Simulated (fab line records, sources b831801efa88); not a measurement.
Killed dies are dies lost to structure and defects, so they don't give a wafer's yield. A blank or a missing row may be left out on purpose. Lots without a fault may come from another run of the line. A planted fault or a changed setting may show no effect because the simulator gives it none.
fab line records | flow sky130
record lots=6 wafers=18 last_day=49
route steps=708 shown METAL2@495 VIA2@507 METAL3@532 PAD_OPEN@708
lots that met no fault: from a run of the same line without faults
start_h: hours from the record's first day to the start of the lot's first wafer shown | wait_h: hours since the lot's step before | " the same as in the row above | L1.1+2: a row that stands for several wafers | - no value, or no start given | * or withheld: withheld | < > ~ a bound
route shown NAME@n: a module of which the file shows steps, and the number in the route of the first | usual: mean/standard deviation of fault-free wafers | same: alike in all rows | chamber/n: place in a boat | sites: the reading at each site | _std_site: their standard deviation | _edge_site: outer sites' mean less inner sites' | radius_mm: how far each site lies from the wafer's centre | mask NAME#n: copy n | behind: the tool/chamber that last shaped the wafer | hold: why the lot was held/for how many hours/how that ended | device: the transistor (n, p or np) that didn't switch | end of line: the same wafers' tests at the end of the route | a step without rows: its recipe alone | killed: dies lost to structure and defects at the first sort, not the wafer's yield | map: a wafer's dies, x killed, . not, _ none there
set.NAME: the setting as run; set.NAME@STEP: as run at that earlier step | model.NAME: the simulator's own value behind a step, which no gauge read
lots at some steps of the route; a table a step, a row a wafer
services: from which hour (start_h, from the record's first day; less than 0 if before it) a tool's chamber was out of use, for how many hours, and why
## steps
# step SKY_METAL2_EXPOSE_12
# recipe mask_id=MM2 na=0.8 source_shape=annular sigma_inner=0.55 sigma_outer=0.85 target_cd_nm=140 dose_mj=28
# step SKY_METAL2_PEB_13
# recipe peb_temp_c=withheld peb_time_s=withheld resist=KrF-thick
# step SKY_METAL2_DEVELOP_14
# recipe develop_time_s=60 resist=KrF-thick dev_temp_c=21
# step SKY_METAL2_CD_MEAS_15
# recipe target_cd_nm=140
# usual cd_nm=140.0/1.5
# columns lot.wafer tool chamber start_h wait_h cd_nm
L364.2 cd_sem-02 - 791.77 - 138.3
L364.3 " - " " 138.0
L364.5 " - " " 141.3
L366.1 cd_sem-01 - 836.00 - 138.4
L366.4 " - " " 139.6
L366.5 " - " " 139.0
L368.1 cd_sem-02 - 858.35 - 138.8
L368.4 " - " " 140.1
L368.5 " - " " 139.6
L373.2 cd_sem-01 - 900.62 - 140.8
L373.3 " - " " 141.9
L373.4 " - " " 141.6
L382.2 cd_sem-01 - 963.74 - 139.9
L382.4 " - " " 140.9
L382.6 " - " " 138.4
L383.2 cd_sem-02 - 964.09 - 137.5
L383.4 " - " " 138.1
L383.5 " - " " 139.6
# step SKY_METAL2_OVL_MEAS_16
# usual METAL2_OVL=0/6.2
# columns lot.wafer tool chamber start_h wait_h METAL2_OVL[nm]
L364.2 overlay-01 - 791.88 0.1 -14
L364.3 " - " " -12
L364.5 " - " " -10
L366.1 overlay-01 - 836.12 0.1 0
L366.4 " - " " -1
L366.5 " - " " 0
L368.1 overlay-01 - 858.47 0.1 2
L368.4 " - " " -5
L368.5 " - " " 2
L373.2 overlay-02 - 900.73 0.1 12
L373.3 " - " " 9
L373.4 " - " " 9
L382.2 overlay-01 - 963.85 0.1 5
L382.4 " - " " 4
L382.6 " - " " 0
L383.2 overlay-02 - 964.20 0.1 -4
L383.4 " - " " 2
L383.5 " - " " 3
# step SKY_METAL2_DESCUM_17
# recipe chemistry=O2 source_power_w=150 bias_power_w=0 pressure_mtorr=10 temp_c=40 time_s=8
# step SKY_METAL2_ETCH_18
# recipe chemistry=N2/H2 target=BARC ion_energy_ev=200 bias_w=100 pressure_mtorr=30 n2_flow_sccm=100 h2_flow_sccm=200 icp_w=500 stop_on=SiO2 time_s=45.9 target_depth_a=600
# step SKY_METAL2_METAL_ETCH_19
# recipe target_depth_a=3600 stop_on=SiO2 over_etch_frac=0.3 time_s=78 chemistry=Cl2/BCl3 resist_sidewall_deg=88 pressure_mtorr=10 icp_w=900 bias_w=48.5 Cl2_flow_sccm=60 bcl3_flow_sccm=30
# step SKY_METAL2_STRIP_20
# recipe chemistry=O2/N2 power_w=1400 pressure_mtorr=1500 platen_temp_c=withheld o2_flow_sccm=3000 n2_flow_sccm=300 overash_fraction=0.5
# step SKY_METAL2_STRIP_21
# recipe chemistry=post_etch_residue_remover time_s=1200 temp_c=72.5
# step SKY_METAL2_CLEAN_22
# recipe chemistry=IPA time_s=180 temp_c=25
# step SKY_METAL2_CLEAN_23
# recipe chemistry=O3/DIW dry=n2_spin
# step SKY_VIA2_HDPCVD_00
# recipe material=SiO2 target_thk_nm=1180 sigma_open_frac=0.3 time_s=196.7 temp_c=400 sih4_flow_sccm=60 pressure_mtorr=6
# columns lot.wafer tool chamber start_h wait_h
L364.2+3+5 hdpcvd-02 0,2,2 792.69 0.0
L366.1+4+5 hdpcvd-01 2,0,1 836.97 0.0
L368.1+4+5 hdpcvd-02 1,2,1 859.32 0.0
L373.2+3+4 hdpcvd-01 2,1,0 901.53 0.0
L382.2+4+6 hdpcvd-01 2,0,1 964.70 0.0
L383.2+4+5 hdpcvd-01 2,2,0 965.02 0.0
# step SKY_VIA2_THK_MEAS_01
# recipe reads=SiO2_of_VIA2_HDPCVD_00
# usual VIA2_HDPCVD_THK=1178/11
# columns lot.wafer tool chamber start_h wait_h VIA2_HDPCVD_THK[nm]
L364.2 film_metro-03 - 792.83 0.1 1189
L364.3 " - " " 1181
L364.5 " - " " 1182
L366.1 film_metro-03 - 837.10 0.1 1172
L366.4 " - " " 1175
L366.5 " - " " 1179
L368.1 film_metro-03 - 859.45 0.1 1164
L368.4 " - " " 1157
L368.5 " - " " 1163
L373.2 film_metro-03 - 901.67 0.1 1166
L373.3 " - " " 1177
L373.4 " - " " 1172
L382.2 film_metro-01 - 964.83 0.1 1166
L382.4 " - " " 1166
L382.6 " - " " 1184
L383.2 film_metro-04 - 965.15 0.1 1177
L383.4 " - " " 1170
L383.5 " - " " 1178
# step SKY_VIA2_CMP_02
# recipe material=SiO2 down_force_psi=4 platen_rpm=60 pad_velocity_m_s=0.94248
# step SKY_VIA2_BOW_MEAS_03
# recipe mode=bow
# usual VIA2_BOW=86/7.6
# columns lot.wafer tool chamber start_h wait_h VIA2_BOW[um]
L364.2 film_metro-01 - 793.20 0.3 97
L364.3 " - " " 79
L364.5 " - " " 89
L366.1 film_metro-01 - 837.46 0.2 72
L366.4 " - " " 79
L366.5 " - " " 90
L368.1 film_metro-04 - 859.81 0.2 81
L368.4 " - " " 88
L368.5 " - " " 90
L373.2 film_metro-04 - 902.04 0.2 96
L373.3 " - " " 75
L373.4 " - " " 100
L382.2 film_metro-03 - 965.20 0.2 90
L382.4 " - " " 89
L382.6 " - " " 72
L383.2 film_metro-04 - 965.52 0.2 86
L383.4 " - " " 86
L383.5 " - " " 99
# step SKY_VIA2_DEHYDRATE_04
# recipe temp_c=200 time_s=60
# step SKY_VIA2_HMDS_05
# recipe prime_time_s=60 prime_temp_c=120
# step SKY_VIA2_COAT_06
# recipe resist=BARC temp_c=withheld time_s=withheld spin_rpm=3000 resist_thk_nm=60
# step SKY_VIA2_COAT_07
# recipe resist=KrF-thick spin_rpm=3000 resist_thk_nm=450
# step SKY_VIA2_SOFTBAKE_08
# recipe temp_c=100 time_s=90 resist=KrF-thick
# step SKY_VIA2_EXPOSE_09
# recipe mask_id=VIM2 na=0.8 source_shape=annular sigma_inner=0.55 sigma_outer=0.85 target_cd_nm=200 dose_mj=38
# step SKY_VIA2_PEB_10
# recipe peb_temp_c=withheld peb_time_s=withheld resist=KrF-thick
# step SKY_VIA2_DEVELOP_11
# recipe develop_time_s=60 resist=KrF-thick dev_temp_c=21
# step SKY_VIA2_CD_MEAS_12
# recipe target_cd_nm=200
# usual cd_nm=200.0/1.3
# columns lot.wafer tool chamber start_h wait_h cd_nm
L364.2 cd_sem-01 - 815.62 - 200.8
L364.3 " - " " 199.0
L364.5 " - " " 198.8
L366.1 cd_sem-01 - 863.50 - 198.8
L366.4 " - " " 198.5
L366.5 " - " " 198.3
L368.1 cd_sem-01 - 885.46 - 201.2
L368.4 " - " " 199.3
L368.5 " - " " 199.7
L373.2 cd_sem-01 - 928.68 - 199.1
L373.3 " - " " 199.0
L373.4 " - " " 199.9
L382.2 cd_sem-01 - 988.78 - 197.4
L382.4 " - " " 198.5
L382.6 " - " " 198.8
L383.2 cd_sem-01 - 989.67 - 200.9
L383.4 " - " " 200.5
L383.5 " - " " 200.2
# step SKY_VIA2_OVL_MEAS_13
# usual VIA2_OVL=0/4.7
# columns lot.wafer tool chamber start_h wait_h VIA2_OVL[nm]
L364.2 overlay-02 - 815.73 0.1 0
L364.3 " - " " 7
L364.5 " - " " 6
L366.1 overlay-01 - 863.62 0.1 3
L366.4 " - " " 6
L366.5 " - " " 1
L368.1 overlay-01 - 885.58 0.1 -7
L368.4 " - " " 1
L368.5 " - " " 4
L373.2 overlay-02 - 928.78 0.1 2
L373.3 " - " " -2
L373.4 " - " " 4
L382.2 overlay-01 - 988.88 0.1 -6
L382.4 " - " " -6
L382.6 " - " " -9
L383.2 overlay-01 - 989.78 0.1 -3
L383.4 " - " " -4
L383.5 " - " " -7
# step SKY_VIA2_ETCH_14
# recipe chemistry=N2/H2 target=BARC ion_energy_ev=200 source_w=500 bias_w=100 pressure_mtorr=30 n2_flow_sccm=100 h2_flow_sccm=200 stop_on=SiO2 time_s=45.9 target_depth_a=600
# usual drypump_motor_current_A=5.7/0.49 oes_product_au=0.855/0.0046 throttle_valve_pct=13.226/0.0091
# columns lot.wafer tool chamber start_h wait_h drypump_motor_current_A oes_product_au rf_hours_counter_h throttle_valve_pct
L364.2 rie_diel-02 3 815.76 0.0 5.9 0.848 9 13.236
L364.3 " 0 " " 5.1 0.854 8 13.217
L364.5 " 2 " " 5.6 0.856 - 13.215
L366.1 rie_diel-01 1 863.66 0.0 4.9 0.854 18 13.236
L366.4 " 0 " " 5.4 0.848 2 13.228
L366.5 " 3 " " 6.5 0.857 - 13.225
L368.1 rie_diel-01 1 885.61 0.0 4.9 0.864 18 13.232
L368.4 " 2 " " 6.2 0.857 9 13.220
L368.5 " 3 " " 6.5 0.856 - 13.227
L373.2 rie_diel-01 0 928.81 0.0 5.4 0.858 4 13.220
L373.3 " 3 " " 6.5 0.851 13 13.209
L373.4 " 2 " " 6.2 0.856 11 13.229
L382.2 rie_diel-03 3 988.91 0.0 5.0 0.853 9 13.225
L382.4 " 0 " " 5.9 0.860 12 13.227
L382.6 " 3 " " 5.0 0.857 - 13.242
L383.2 rie_diel-01 0 989.81 0.0 5.4 0.846 5 13.217
L383.4 " 3 " " 6.4 0.862 15 13.224
L383.5 " 1 " " 4.9 0.854 - 13.238
# step SKY_VIA2_ETCH_15
# recipe target=SiO2 chemistry=C4F8/O2/Ar target_depth_nm=546 stop_on=TiN mask_material=KrF-thick source_w=1500 bias_w=1200 pressure_mtorr=40 c4f8_flow_sccm=withheld O2_flow_sccm=6 Ar_flow_sccm=300 time_s=84
# step SKY_VIA2_STRIP_16
# recipe chemistry=O2/N2 power_w=1400 pressure_mtorr=1500 platen_temp_c=withheld o2_flow_sccm=3000 n2_flow_sccm=300 overash_fraction=0.5
# usual drypump_motor_current_A=5.6/0.41 oes_product_au=0.398/0.0051 strip_time_to_endpoint_s=4.049/0.021
# columns lot.wafer tool chamber start_h wait_h drypump_motor_current_A oes_product_au rf_hours_counter_h strip_time_to_endpoint_s
L364.2 plasma_asher-04 1 815.86 0.0 5.1 0.405 38 4.029
L364.3 " 0 " " 6.3 0.403 - 4.058
L364.5 " 0 " " 6.3 0.406 - 4.037
L366.1 plasma_asher-03 0 863.77 0.0 5.8 0.388 72 4.065
L366.4 " 0 " " 5.8 0.402 - 4.055
L366.5 " 0 " " 5.7 0.396 - 4.067
L368.1 plasma_asher-03 1 885.72 0.0 5.3 0.391 74 4.044
L368.4 " 1 " " 5.3 0.395 - 4.054
L368.5 " 0 " " 5.7 0.393 - 4.016
L373.2 plasma_asher-03 0 928.92 0.0 5.8 0.400 78 4.046
L373.3 " 1 " " 5.3 0.392 - 4.050
L373.4 " 0 " " 5.7 0.395 - 4.073
L382.2 plasma_asher-01 1 989.02 0.0 5.9 0.399 25 4.054
L382.4 " 1 " " 5.9 0.403 - 4.067
L382.6 " 0 " " 5.4 0.399 - 4.069
L383.2 plasma_asher-04 0 989.91 0.0 6.3 0.394 54 4.037
L383.4 " 0 " " 6.3 0.396 - 4.062
L383.5 " 1 " " 5.1 0.387 - 4.049
# step SKY_VIA2_STRIP_17
# recipe chemistry=post_etch_residue_remover time_s=1200 temp_c=72.5
# step SKY_VIA2_CLEAN_18
# recipe chemistry=IPA time_s=180 temp_c=25
# step SKY_VIA2_CLEAN_19
# recipe chemistry=O3/DIW dry=n2_spin
# step SKY_VIA2_SPUTTER_20
# recipe material=TiN target_thk_nm=20 chamber_pressure_pa=5 power_w=4000 time_s=80
# usual throttle_valve_pct=30.0/1.2
# columns lot.wafer tool chamber start_h wait_h throttle_valve_pct
L364.2 pvd_sputter-02 - 816.49 0.0 31.6
L364.3 " - " " 30.4
L364.5 " - " " 30.1
L366.1 pvd_sputter-02 - 864.36 0.0 30.3
L366.4 " - " " 28.2
L366.5 " - " " 29.4
L368.1 pvd_sputter-03 - 886.34 0.0 30.6
L368.4 " - " " 29.1
L368.5 " - " " 31.0
L373.2 pvd_sputter-03 - 929.55 0.0 29.0
L373.3 " - " " 30.9
L373.4 " - " " 29.8
L382.2 pvd_sputter-01 - 989.61 0.0 28.8
L382.4 " - " " 30.4
L382.6 " - " " 29.5
L383.2 pvd_sputter-02 - 990.51 0.0 30.1
L383.4 " - " " 29.3
L383.5 " - " " 31.8
# step SKY_VIA2_CVD_21
# recipe material=W target_thk_nm=420 time_s=126.4 temp_c=400 pressure_torr=40
# step SKY_VIA2_RS_MEAS_22
# recipe thk_meas_gauge=four-point-probe reads=W_of_VIA2_CVD_21+TiN_of_VIA2_SPUTTER_20
# usual VIA2_W_RS=0.274/0.0032
# columns lot.wafer tool chamber start_h wait_h VIA2_W_RS[ohm/sq]
L364.2 film_metro-04 - 816.71 0.1 0.277
L364.3 " - " " 0.275
L364.5 " - " " 0.281
L366.1 film_metro-01 - 864.55 0.1 0.270
L366.4 " - " " 0.273
L366.5 " - " " 0.268
L368.1 film_metro-03 - 886.53 0.1 0.273
L368.4 " - " " 0.273
L368.5 " - " " 0.272
L373.2 film_metro-04 - 929.76 0.1 0.279
L373.3 " - " " 0.273
L373.4 " - " " 0.278
L382.2 film_metro-04 - 989.95 0.2 0.273
L382.4 " - " " 0.272
L382.6 " - " " 0.273
L383.2 film_metro-04 - 990.72 0.1 0.271
L383.4 " - " " 0.273
L383.5 " - " " 0.271
# step SKY_VIA2_THK_MEAS_23
# recipe thk_meas_gauge=xrf reads=W_of_VIA2_CVD_21
# usual VIA2_W_THK=426/6.2
# columns lot.wafer tool chamber start_h wait_h VIA2_W_THK[nm]
L364.2 film_metro-04 - 816.82 0.1 427
L364.3 " - " " 428
L364.5 " - " " 419
L366.1 film_metro-01 - 864.67 0.1 430
L366.4 " - " " 425
L366.5 " - " " 437
L368.1 film_metro-03 - 886.65 0.1 426
L368.4 " - " " 425
L368.5 " - " " 422
L373.2 film_metro-04 - 929.87 0.1 418
L373.3 " - " " 425
L373.4 " - " " 422
L382.2 film_metro-04 - 990.06 0.1 426
L382.4 " - " " 428
L382.6 " - " " 428
L383.2 film_metro-04 - 990.83 0.1 428
L383.4 " - " " 427
L383.5 " - " " 427
# step SKY_VIA2_CMP_24
# recipe stop_on=SiO2 t_overpolish_s=20 down_force_psi=3.5 platen_rpm=60 target_thk_nm=0 pad_velocity_m_s=0.94248
# usual motor_current_A=11.0/0.98 overpolish_run_s=20.000/0.0081 time_to_endpoint_s=101/3.4
# columns lot.wafer tool chamber start_h wait_h motor_current_A overpolish_run_s time_to_endpoint_s
L364.3 cmp-01 2 817.21 0.4 11.8 20.005 105
L364.2 " 3 " " 11.6 19.996 101
L364.5 " 2 " " 11.3 20.000 105
L366.4 cmp-01 0 864.73 0.0 9.0 20.020 103
L366.1 " 3 " " 11.3 20.000 104
L366.5 " 0 " " 9.5 20.005 107
L368.1 cmp-02 0 886.81 0.1 11.4 19.990 101
L368.4 " 1 " " 10.0 20.008 100
L368.5 " 3 " " 11.9 20.008 102
L373.3 cmp-02 2 929.92 0.0 12.0 19.994 97
L373.2 " 0 " " 11.2 20.004 96
L373.4 " 1 " " 9.7 19.996 98
L382.4 cmp-02 0 990.11 0.0 10.5 20.020 98
L382.2 " 1 " " 9.6 20.002 99
L382.6 " 0 " " 11.6 20.000 97
L383.4 cmp-02 1 990.88 0.0 9.9 19.991 102
L383.2 " 3 " " 11.7 20.016 100
L383.5 " 2 " " 12.8 19.997 102
# step SKY_METAL3_SPUTTER_00
# recipe material=Ti target_thk_nm=15 power_w=3000 time_s=10 chamber_pressure_pa=0.4
# step SKY_METAL3_SPUTTER_01
# recipe material=TiN target_thk_nm=20 power_w=6500 time_s=16.7 chamber_pressure_pa=0.4
# step SKY_METAL3_SPUTTER_02
# recipe material=AlCu target_thk_nm=735 power_w=10600 time_s=39.1 chamber_pressure_pa=0.4
# step SKY_METAL3_SPUTTER_03
# recipe material=Ti target_thk_nm=5 power_w=3000 time_s=3.3 chamber_pressure_pa=0.4
# usual throttle_valve_pct=30.0/1.2
# columns lot.wafer tool chamber start_h wait_h throttle_valve_pct
L364.2 pvd_sputter-01 - 817.55 0.0 30.1
L364.3 " - " " 29.5
L364.5 " - " " 29.7
L366.1 pvd_sputter-01 - 865.12 0.0 32.8
L366.4 " - " " 29.7
L366.5 " - " " 32.9
L368.1 pvd_sputter-01 - 887.10 0.0 29.7
L368.4 " - " " 30.0
L368.5 " - " " 29.6
L373.2 pvd_sputter-02 - 930.31 0.0 30.5
L373.3 " - " " 28.2
L373.4 " - " " 31.6
L382.2 pvd_sputter-04 - 990.50 0.0 30.1
L382.4 " - " " 29.2
L382.6 " - " " 29.3
L383.2 pvd_sputter-01 - 991.26 0.0 32.8
L383.4 " - " " 30.1
L383.5 " - " " 29.8
# step SKY_METAL3_SPUTTER_04
# recipe material=TiN target_thk_nm=70 power_w=6500 time_s=58.3 chamber_pressure_pa=0.4
# step SKY_PAD_OPEN_PROBE_99
# usual defect_limited_yield=82.5/1.8 killed_at_M0_to_M3=43/6.6 killed_at_M4_up=3.2/1.8 killed_at_contacts=24/5 killed_at_front_end=15/4.5 killed_at_other=0.2/0.46 killed_dies=86/8.8 killed_open=48/6.6 killed_short=38/6.1 sort_bin_3_pad_short=0.8/0.42 sort_bin_5_function=10.4/1.4 sort_bin_6_memory=6.3/1 sort_n_pass=406/8.8 sort_yield_pct=82.5/1.8
# same gross_dies=492 killed_at_back_side=0 sort_bin_4_leakage[%]=0 sort_bin_8_speed[%]=0
# columns lot.wafer tool chamber start_h wait_h hold defect_limited_yield[%] killed_at_M0_to_M3 killed_at_M4_up killed_at_contacts killed_at_front_end killed_at_other killed_dies killed_open killed_short sort_bin_3_pad_short[%] sort_bin_5_function[%] sort_bin_6_memory[%] sort_n_pass sort_yield_pct[%] model.etest.tester.sort_n_pass model.etest.tester.sort_yield_pct model.etest.tester.sort_bin_5_pct model.etest.tester.sort_bin_3_pct
L364.2 prober-02 - 1050.78 0.1 - 79.3 46 3 33 20 0 102 53 49 1.4 12.4 6.9 390 79.3 390 79.27 12.4 1.423
L364.3 prober-02 - 1050.83 0.2 - 80.3 47 4 35 11 0 97 58 39 1.2 11.0 7.5 395 80.3 395 80.28 10.98 1.22
L364.5 prober-02 - 1050.93 0.2 - 78.7 60 2 23 19 1 105 49 56 0.6 11.8 8.9 387 78.7 387 78.66 11.79 0.6098
L366.1 prober-02 - 1090.61 0.1 - 80.5 46 3 20 27 0 96 47 49 0.6 10.6 8.3 396 80.5 396 80.49 10.57 0.6098
L366.4 prober-02 - 1090.76 0.2 - 80.7 47 1 23 23 1 95 60 35 0.4 11.8 7.1 397 80.7 397 80.69 11.79 0.4065
L366.5 prober-02 - 1090.81 0.2 - 81.1 46 2 20 25 0 93 44 49 0.4 11.4 7.1 399 81.1 399 81.1 11.38 0.4065
L368.1 prober-02 - 1107.70 0.1 - 82.1 56 2 21 9 0 88 49 39 1.4 10.0 6.5 404 82.1 404 82.11 9.959 1.423
L368.4 prober-02 - 1107.85 0.2 - 84.1 38 2 22 16 0 78 49 29 0.4 9.8 5.7 414 84.1 414 84.15 9.756 0.4065
L368.5 prober-02 - 1107.90 0.2 - 83.1 42 6 13 22 0 83 44 39 0.8 10.6 5.5 409 83.1 409 83.13 10.57 0.813
L373.2 prober-02 - 1139.84 0.1 - 82.7 37 3 27 17 1 85 48 37 0.6 9.3 7.3 407 82.7 407 82.72 9.35 0.6098
L373.3 prober-02 - 1139.89 0.2 - 80.1 43 7 33 15 0 98 61 37 0.4 11.8 7.7 394 80.1 394 80.08 11.79 0.4065
L373.4 prober-02 - 1139.94 0.2 - 80.9 50 6 27 11 0 94 51 43 0.8 11.8 6.5 398 80.9 398 80.89 11.79 0.813
L382.2 prober-01 - 1185.86 0.1 await_dispo/6.2h/release 73.8 95 4 22 8 0 129 38 27 4.5 14.2 7.5 363 73.8 363 73.78 14.23 4.472
L382.4 prober-01 - 1185.96 0.2 await_dispo/6.2h/release 76.4 81 2 20 13 0 116 39 32 4.5 13.4 5.7 376 76.4 376 76.42 13.41 4.472
L382.6 prober-01 - 1186.06 0.2 await_dispo/6.2h/release 69.3 113 0 24 14 0 151 51 35 4.9 18.7 7.1 341 69.3 341 69.31 18.7 4.878
L383.2 prober-02 - 1186.73 0.1 await_dispo/5.6h/release 69.7 112 6 18 13 0 149 43 35 5.3 18.1 6.9 343 69.7 343 69.72 18.09 5.285
L383.4 prober-02 - 1186.83 0.2 await_dispo/5.6h/release 73.8 92 6 20 11 0 129 33 25 5.5 15.2 5.5 363 73.8 363 73.78 15.24 5.488
L383.5 prober-02 - 1186.88 0.2 await_dispo/5.6h/release 73.8 93 5 22 9 0 129 44 38 3.5 15.7 7.1 363 73.8 363 73.78 15.65 3.455
# killed by level:class
L364.2 CONTACT:geometric_particle:open=10 VIA1:geometric_particle:open=9 VIA3:geometric_particle:open=9 LOCAL_INTERCONNECT:geometric_particle:short=8 FIELD_ISO:geometric_particle:short=7 VIA2:geometric_particle:short=6 LI_CONTACT:geometric_particle:open=5 CONTACT:geometric_particle:short=5
L364.3 CONTACT:geometric_particle:open=16 VIA3:geometric_particle:open=9 METAL2:geometric_particle:short=7 LI_CONTACT:geometric_particle:open=7 VIA1:geometric_particle:open=7 METAL1:geometric_particle:short=6 VIA2:geometric_particle:open=6 FIELD_ISO:geometric_particle:open=4
L364.5 CONTACT:geometric_particle:open=13 VIA1:geometric_particle:open=11 METAL1:geometric_particle:short=11 FIELD_ISO:geometric_particle:short=9 VIA3:geometric_particle:open=9 VIA1:geometric_particle:short=9 CONTACT:geometric_particle:short=5 METAL2:geometric_particle:short=5
L366.1 VIA1:geometric_particle:open=12 FIELD_ISO:geometric_particle:short=8 CONTACT:geometric_particle:open=7 METAL2:geometric_particle:short=7 CONTACT:geometric_particle:short=6 METAL1:geometric_particle:short=6 POLY_GATE:geometric_particle:open=5 POLY_GATE:geometric_particle:short=5
L366.4 VIA1:geometric_particle:open=15 FIELD_ISO:geometric_particle:open=9 VIA2:geometric_particle:open=9 METAL2:geometric_particle:short=8 CONTACT:geometric_particle:open=7 LI_CONTACT:geometric_particle:open=6 FIELD_ISO:geometric_particle:short=5 VIA1:geometric_particle:short=5
L366.5 VIA1:geometric_particle:open=12 FIELD_ISO:geometric_particle:short=10 CONTACT:geometric_particle:open=7 METAL2:geometric_particle:short=7 POLY_GATE:geometric_particle:open=6 CONTACT:geometric_particle:short=5 VIA2:geometric_particle:short=5 VIA3:geometric_particle:open=5
L368.1 VIA1:geometric_particle:open=18 VIA3:geometric_particle:open=8 VIA1:geometric_particle:short=8 CONTACT:geometric_particle:open=7 POLY_GATE:geometric_particle:short=5 CONTACT:geometric_particle:short=5 LI_CONTACT:geometric_particle:open=4 METAL2:geometric_particle:short=4
L368.4 VIA1:geometric_particle:open=11 CONTACT:geometric_particle:open=9 FIELD_ISO:geometric_particle:open=5 POLY_GATE:geometric_particle:open=5 METAL1:geometric_particle:short=5 VIA2:geometric_particle:open=5 LI_CONTACT:geometric_particle:short=4 VIA3:geometric_particle:open=4
L368.5 VIA1:geometric_particle:open=7 FIELD_ISO:geometric_particle:open=6 CONTACT:geometric_particle:open=6 METAL1:geometric_particle:short=6 VIA1:geometric_particle:short=6 FIELD_ISO:geometric_particle:short=5 VIA2:geometric_particle:short=5 VIA2:geometric_particle:open=5
L373.2 CONTACT:geometric_particle:open=11 VIA1:geometric_particle:open=11 LI_CONTACT:geometric_particle:open=7 FIELD_ISO:geometric_particle:open=6 VIA1:geometric_particle:short=6 FIELD_ISO:geometric_particle:short=5 VIA3:geometric_particle:open=4 LOCAL_INTERCONNECT:geometric_particle:short=3
L373.3 LI_CONTACT:geometric_particle:open=15 VIA1:geometric_particle:open=10 POLY_GATE:geometric_particle:open=8 CONTACT:geometric_particle:open=7 VIA1:geometric_particle:short=6 VIA2:geometric_particle:open=6 VIA3:geometric_particle:open=5 METAL4:geometric_particle:short=5
L373.4 CONTACT:geometric_particle:open=11 VIA2:geometric_particle:open=10 VIA1:geometric_particle:open=9 VIA3:geometric_particle:open=8 LI_CONTACT:geometric_particle:open=7 METAL1:geometric_particle:short=6 CONTACT:geometric_particle:short=5 METAL2:geometric_particle:short=5
L382.2 VIA2:unspecified=64 VIA1:geometric_particle:open=11 CONTACT:geometric_particle:open=9 CONTACT:geometric_particle:short=6 LOCAL_INTERCONNECT:geometric_particle:short=4 VIA2:geometric_particle:open=3 METAL1:geometric_particle:short=3 VIA3:geometric_particle:open=3
L382.4 VIA2:unspecified=45 VIA1:geometric_particle:open=11 CONTACT:geometric_particle:open=6 VIA2:geometric_particle:open=6 FIELD_ISO:geometric_particle:short=5 VIA3:geometric_particle:open=5 LOCAL_INTERCONNECT:geometric_particle:short=4 CONTACT:geometric_particle:short=4
L382.6 VIA2:unspecified=65 VIA1:geometric_particle:open=11 CONTACT:geometric_particle:open=10 VIA3:geometric_particle:open=10 VIA2:geometric_particle:open=9 CONTACT:geometric_particle:short=7 METAL1:geometric_particle:short=6 FIELD_ISO:geometric_particle:open=4
L383.2 VIA2:unspecified=71 FIELD_ISO:geometric_particle:open=8 VIA1:geometric_particle:open=8 VIA2:geometric_particle:open=8 CONTACT:geometric_particle:open=7 LI_CONTACT:geometric_particle:open=6 METAL2:geometric_particle:short=6 METAL4:geometric_particle:short=6
L383.4 VIA2:unspecified=71 LI_CONTACT:geometric_particle:open=6 CONTACT:geometric_particle:open=6 FIELD_ISO:geometric_particle:open=4 METAL4:geometric_particle:short=4 CONTACT:geometric_particle:short=4 METAL1:geometric_particle:open=4 VIA2:geometric_particle:open=4
L383.5 VIA2:unspecified=47 VIA3:geometric_particle:open=9 METAL1:geometric_particle:short=8 VIA1:geometric_particle:open=8 LI_CONTACT:geometric_particle:open=7 CONTACT:geometric_particle:open=7 VIA2:geometric_particle:open=6 VIA1:geometric_particle:short=5
# map L382.6 (x killed, . not)
__________.xx......._________
________.x.x.........x_______
______....x.xx......x.x._____
_____....xxx...........x.____
____..x.x..........xxx.xx.___
___x..xx...........xxxxxxx.__
__.xxx............xxxxxxxxxx_
_.xx........x.x...xxxxxxxxxx.
_.....x......x....xxxxxxxxxx.
_......xx.......x.xxxxxxxxx.x
_.xx...........x...xxxxxxxx.x
_x........xx....xx.xxxxxx....
_.x.....x.xxx.....x...xx.xxx.
_..x........x...x......x.....
_......x..........x..........
__...x....x.x..........x...._
___.x..xx....x.........x...__
____.......xx.x...........___
_____.....xx.xx...x....x.____
______xx......x.x......._____
________..x.......x..._______
__________xx...xx..._________
# map L383.2 (x killed, . not)
__________.x........_________
________..xx.x........_______
______x.......xx....x..._____
_____...x..x...x.x..xxx.x____
____....x...xxx..x..xxxx.x___
___...............xxxxxxxxx__
__.x.........x..x..xxxxxxxxx_
_.x..........xxxx.xxxxxxxxxxx
_...x.............xxxxxxxxxx.
_....x.x...x.....xxxxxxxxxx..
_....x...........x.xxxxxxxxx.
_..x.............x.xxxxxxx.xx
_.......x............x...x..x
_.x....x....x..x.x..x.x......
_.x......x....x............x.
__.x....x.......x........x.._
___.xx.x...x.....xx....x.x.__
____............x......x..___
_____x.......x.....x...x.____
______x...x...x........._____
________.........x...x_______
__________..x.....x._________
## services
# columns tool chamber start_h hours kind
hdpcvd-02 - 794.16 2.8 pm
pvd_sputter-02 - 798.59 4.2 repair
cmp-01 - 807.91 5.2 repair
pvd_sputter-01 - 808.68 3.4 repair
cmp-02 - 816.19 2.3 repair
pvd_sputter-01 - 828.97 0.7 repair
plasma_asher-04 - 835.60 14.6 pm
rie_diel-01 - 843.42 14.6 pm
hdpcvd-01 - 857.18 22.1 repair
hdpcvd-02 2 866.81 11.0 repair
plasma_asher-03 - 886.89 0.4 repair
cmp-02 - 893.04 1.4 repair
cmp-02 - 902.98 0.9 repair
hdpcvd-01 - 908.04 1.2 repair
hdpcvd-02 0 910.12 14.1 repair
cmp-02 - 912.00 4.0 pm
cmp-02 - 916.54 2.3 repair
plasma_asher-04 - 916.72 0.7 repair
hdpcvd-01 - 921.59 0.4 repair
rie_diel-01 0 943.99 6.9 repair
plasma_asher-03 - 955.51 2.8 repair
rie_diel-01 - 971.53 2.8 pm
pvd_sputter-02 - 974.43 3.5 repair
pvd_sputter-02 - 980.73 1.7 repair
## key
first_sign step=SKY_PAD_OPEN_PROBE_99 reading=sort_bin_3_pad_short direction=up sigmas=9.1 usual=0.8 struck=4.7
effect step=SKY_PAD_OPEN_PROBE_99 reading=killed_at_M0_to_M3 direction=up sigmas=8.2 usual=43 struck=98
model_effect step=SKY_PAD_OPEN_PROBE_99 value=etest.tester.sort_n_pass without=409.8 struck=358.2
met_at SKY_VIA2_HDPCVD_00
struck_wafers L382.2,L382.4,L382.6,L383.2,L383.4,L383.5
onset_between 901.53 964.70
also_fits time
fault kind=chamber_particle_source tool=hdpcvd-01 chamber=- onset_h=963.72 steps=SKY_VIA2_HDPCVD_00 rate_per_visit_cm2=1.7966 end_h=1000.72
